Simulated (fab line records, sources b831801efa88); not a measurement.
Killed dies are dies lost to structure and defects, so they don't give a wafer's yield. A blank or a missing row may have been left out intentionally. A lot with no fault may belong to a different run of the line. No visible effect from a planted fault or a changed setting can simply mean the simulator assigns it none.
fab line records	flow gf180mcu
[record] lots = 14	wafers = 42	last_day = 34
route steps=602 shown V4@481
lots that met no fault: taken from a fault-free run of the same line
start_h: the number of hours between the record's first day and the start of the first shown wafer of the lot	wait_h: how many hours have passed since the lot's step before this one	" same as the row above	L1.1+2: several wafers, shown together as one row	- no value, or no start given	* or withheld: withheld	< > ~ a bound
route shown NAME@n: names a module that has steps shown in the file, with the first one's number in the route	usual: average and standard deviation across the fault-free wafers	same: alike in all rows	chamber/n: place in a boat	sites: the reading at each site	_std_site: standard deviation of those values	_edge_site: mean of outer sites minus mean of inner sites	radius_mm: how far each site lies from the wafer's centre	mask NAME#n: copy n	behind: the most recent tool/chamber to have shaped the wafer	hold: reason for holding the lot/hours on hold/outcome of the hold	device: names the non-switching transistor (n, p or np)	end of line: the route-end tests of the same wafers	for a step that has no rows: nothing shown but its recipe	killed: dies that structure and defects cost at the first sort, which is not the same as the wafer's yield	map: per-die view of a wafer (x killed, . not killed, _ where there is no die)
set.NAME: the setting that was run; set.NAME@STEP: the one run at that earlier step	model.NAME: the simulator's own value behind a step, which no gauge read
route steps across a sampled set of lots; one table per step, one row per wafer
[[steps]]
[step GF_V4_BOW_MEAS_05]
[recipe] mode = bow
[usual] V4_BOW = 132/9.3
lot.wafer	tool	chamber	start_h	wait_h	V4_BOW[um]
L693.2	film_metro-04	-	539.96	0.2	146
L693.3	"	-	"	"	134
L693.5	"	-	"	"	145
L695.1	film_metro-04	-	570.07	0.1	139
L695.2	"	-	"	"	145
L695.6	"	-	"	"	136
L696.1	film_metro-01	-	570.71	0.2	115
L696.2	"	-	"	"	130
L696.3	"	-	"	"	110
L705.1	film_metro-04	-	637.02	0.2	123
L705.3	"	-	"	"	125
L705.6	"	-	"	"	132
L706.3	film_metro-01	-	642.39	0.1	137
L706.4	"	-	"	"	123
L706.5	"	-	"	"	130
L707.3	film_metro-01	-	652.80	0.2	134
L707.4	"	-	"	"	131
L707.5	"	-	"	"	137
L708.1	film_metro-04	-	656.97	0.1	146
L708.2	"	-	"	"	137
L708.3	"	-	"	"	133
L710.2	film_metro-04	-	673.15	0.2	131
L710.3	"	-	"	"	126
L710.4	"	-	"	"	133
L711.2	film_metro-04	-	674.97	0.2	126
L711.5	"	-	"	"	127
L711.6	"	-	"	"	129
L713.2	film_metro-04	-	682.61	0.2	124
L713.3	"	-	"	"	148
L713.4	"	-	"	"	124
L712.2	film_metro-01	-	682.62	0.2	133
L712.3	"	-	"	"	124
L712.5	"	-	"	"	124
L714.2	film_metro-04	-	697.63	0.1	126
L714.4	"	-	"	"	130
L714.6	"	-	"	"	125
L715.3	film_metro-04	-	702.56	0.2	110
L715.5	"	-	"	"	114
L715.6	"	-	"	"	107
L716.1	film_metro-04	-	711.35	0.1	120
L716.2	"	-	"	"	119
L716.4	"	-	"	"	132
[step GF_V4_PEB_12]
[recipe] peb_temp_c = 135	peb_time_s = 90	resist = KrF
[usual] chill_plate_temp_C = 22.97/0.11	exhaust_pa = 45.0/0.83
lot.wafer	tool	chamber	start_h	wait_h	chill_plate_temp_C	exhaust_pa
L693.2	litho_track-04	0	561.61	-	23.03	46.4
L693.3	"	0	"	"	22.90	46.2
L693.5	"	0	"	"	22.82	44.8
L695.1	litho_track-03	0	591.46	-	22.83	45.7
L695.2	"	0	"	"	22.89	46.5
L695.6	"	0	"	"	22.75	45.6
L696.1	litho_track-01	0	592.06	-	22.91	43.5
L696.2	"	0	"	"	23.01	44.6
L696.3	"	0	"	"	23.00	44.4
L705.1	litho_track-03	-	656.21	-	-	-
L705.3	"	-	"	"	-	-
L705.6	"	-	"	"	-	-
L706.3	litho_track-03	-	661.42	-	-	-
L706.4	"	-	"	"	-	-
L706.5	"	-	"	"	-	-
L707.3	litho_track-01	0	672.73	-	23.06	45.3
L707.4	"	0	"	"	22.85	45.6
L707.5	"	0	"	"	22.92	44.5
L708.1	litho_track-01	0	676.06	-	22.98	44.7
L708.2	"	0	"	"	23.10	46.5
L708.3	"	0	"	"	23.08	44.0
L710.2	litho_track-04	0	692.76	-	23.14	44.5
L710.3	"	0	"	"	23.20	44.9
L710.4	"	0	"	"	23.16	44.6
L711.2	litho_track-04	0	693.71	-	23.03	44.9
L711.5	"	0	"	"	23.01	45.3
L711.6	"	0	"	"	23.02	44.3
L713.2	litho_track-04	0	701.06	-	22.85	44.4
L713.3	"	0	"	"	23.01	44.9
L713.4	"	0	"	"	22.95	43.7
L712.2	litho_track-04	0	701.71	-	22.80	45.0
L712.3	"	0	"	"	22.91	46.1
L712.5	"	0	"	"	22.97	47.0
L714.2	litho_track-04	0	715.71	-	22.98	44.3
L714.4	"	0	"	"	22.80	45.5
L714.6	"	0	"	"	22.86	45.5
L715.3	litho_track-03	0	720.97	-	23.16	45.9
L715.5	"	0	"	"	23.14	44.8
L715.6	"	0	"	"	23.05	45.5
L716.1	litho_track-01	0	729.11	-	23.10	45.7
L716.2	"	0	"	"	23.14	45.4
L716.4	"	0	"	"	22.95	45.4
[step GF_V4_OVL_MEAS_15]
[usual] V4_OVL = 4/4.8
lot.wafer	tool	chamber	start_h	wait_h	V4_OVL[nm]
L693.2	overlay-01	-	562.05	0.1	6
L693.3	"	-	"	"	-2
L693.5	"	-	"	"	4
L695.1	overlay-01	-	591.93	0.1	14
L695.2	"	-	"	"	10
L695.6	"	-	"	"	10
L696.1	overlay-01	-	592.53	0.1	7
L696.2	"	-	"	"	6
L696.3	"	-	"	"	5
L705.1	overlay-02	-	656.68	0.1	-
L705.3	"	-	"	"	-
L705.6	"	-	"	"	-
L706.3	overlay-02	-	661.84	0.1	-
L706.4	"	-	"	"	-
L706.5	"	-	"	"	-
L707.3	overlay-02	-	673.14	0.1	10
L707.4	"	-	"	"	6
L707.5	"	-	"	"	2
L708.1	overlay-02	-	676.55	0.1	11
L708.2	"	-	"	"	8
L708.3	"	-	"	"	6
L710.2	overlay-02	-	693.20	0.1	3
L710.3	"	-	"	"	1
L710.4	"	-	"	"	5
L711.2	overlay-01	-	694.15	0.1	12
L711.5	"	-	"	"	2
L711.6	"	-	"	"	0
L713.2	overlay-01	-	701.50	0.1	15
L713.3	"	-	"	"	18
L713.4	"	-	"	"	4
L712.2	overlay-01	-	702.15	0.1	-3
L712.3	"	-	"	"	3
L712.5	"	-	"	"	3
L714.2	overlay-01	-	716.15	0.1	11
L714.4	"	-	"	"	19
L714.6	"	-	"	"	5
L715.3	overlay-02	-	721.39	0.1	2
L715.5	"	-	"	"	5
L715.6	"	-	"	"	7
L716.1	overlay-01	-	729.58	0.1	-4
L716.2	"	-	"	"	-2
L716.4	"	-	"	"	-3
[[key]]
[first_sign] step = GF_V4_PEB_12	reading = tool_record	direction = missing
effect none on later readings
met_at GF_V4_PEB_12
struck_lots L705,L706
later_rows_left_out L705.1,L705.3,L705.6,L706.3,L706.4,L706.5
sort_left_out L705.1,L705.3,L705.6,L706.3,L706.4,L706.5
not_acting_at GF_V4_BOW_MEAS_05,GF_V4_OVL_MEAS_15
onset_between 591.46 656.21
[fault] kind = skipped_step_whole	tool = litho_track-03	chamber = -	onset_h = 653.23	steps = GF_V4_PEB_12	scope = struck_lots_only
// sort_left_out: the simulated sort isn't trusted on such a fault, so these wafers' sort isn't shown, and their yield isn't known
// later_rows_left_out: the simulator's readings of these wafers behind a module that went badly wrong aren't trusted and aren't shown, but for the sort
